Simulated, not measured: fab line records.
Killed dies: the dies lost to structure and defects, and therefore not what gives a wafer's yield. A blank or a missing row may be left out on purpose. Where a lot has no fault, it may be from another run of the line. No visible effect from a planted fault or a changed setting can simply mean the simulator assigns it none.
Matching of chambers :: flow sfq line :: SFQ_TRILAYER_I7_CMP_CMP_184 on cmp-02 has 4 sister chambers
The step polishes SiO2. 8 wafers are shown with their chamber, then 7 later ones without.

## WAFERS WITH THEIR CHAMBER
wafer: L481.4
chamber: 1
motor current A (A): 8.6
slurry filter dp kPa (kPa): 13.72

wafer: L485.4
chamber: 1
motor current A (A): 9.1
slurry filter dp kPa (kPa): 13.76

wafer: L487.4
chamber: 0
motor current A (A): 10.2
slurry filter dp kPa (kPa): 13.42

wafer: L488.1
chamber: 2
motor current A (A): 8.9
slurry filter dp kPa (kPa): 13.43

wafer: L488.5
chamber: 2
motor current A (A): 9.0
slurry filter dp kPa (kPa): 13.59

wafer: L488.6
chamber: 3
motor current A (A): 12.1
slurry filter dp kPa (kPa): 13.35

wafer: L490.4
chamber: 0
motor current A (A): 10.0
slurry filter dp kPa (kPa): 13.82

wafer: L490.2
chamber: 3
motor current A (A): 11.6
slurry filter dp kPa (kPa): 13.49

## WAFERS MISSING THEIR CHAMBER
wafer: L490.6
motor current A (A): 9.4
slurry filter dp kPa (kPa): 13.43

wafer: L496.3
motor current A (A): 9.1
slurry filter dp kPa (kPa): 13.60

wafer: L496.2
motor current A (A): 10.2
slurry filter dp kPa (kPa): 13.65

wafer: L496.4
motor current A (A): 12.0
slurry filter dp kPa (kPa): 13.44

wafer: L497.1
motor current A (A): 10.2
slurry filter dp kPa (kPa): 13.68

wafer: L497.5
motor current A (A): 8.5
slurry filter dp kPa (kPa): 13.79

wafer: L497.6
motor current A (A): 8.9
slurry filter dp kPa (kPa): 13.39

## CHAMBER TAKEN BY EACH
wafer: L490.6
from the rows above: can't be placed: 2 or 1 or 0
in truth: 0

wafer: L496.3
from the rows above: can't be placed: 2 or 1
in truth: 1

wafer: L496.2
from the rows above: 0
in truth: 0

wafer: L496.4
from the rows above: 3
in truth: 3

wafer: L497.1
from the rows above: 0
in truth: 0

wafer: L497.5
from the rows above: can't be placed: 1 or 2
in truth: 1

wafer: L497.6
from the rows above: can't be placed: 2 or 1
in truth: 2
3 of 7 placed correctly. Cannot be placed on the basis of these rows: 4; the candidates contain the true chamber in 4. Placed wrongly: 0.
How it was worked out, from the rows above alone: a wafer's distance from a chamber is the root of the sum, over the readings, of the square of ((its reading less the chamber's mean) divided by the reading's scatter). If the next closest chamber is less than 2 further off than the closest, the wafer can't be placed; otherwise it belongs to the closest. A chamber's mean is the mean of its shown wafers. How the scatter is found: for the shown wafers, subtract from each reading the mean of its chamber, square and add these, divide the total by (wafers less chambers), then take the root.
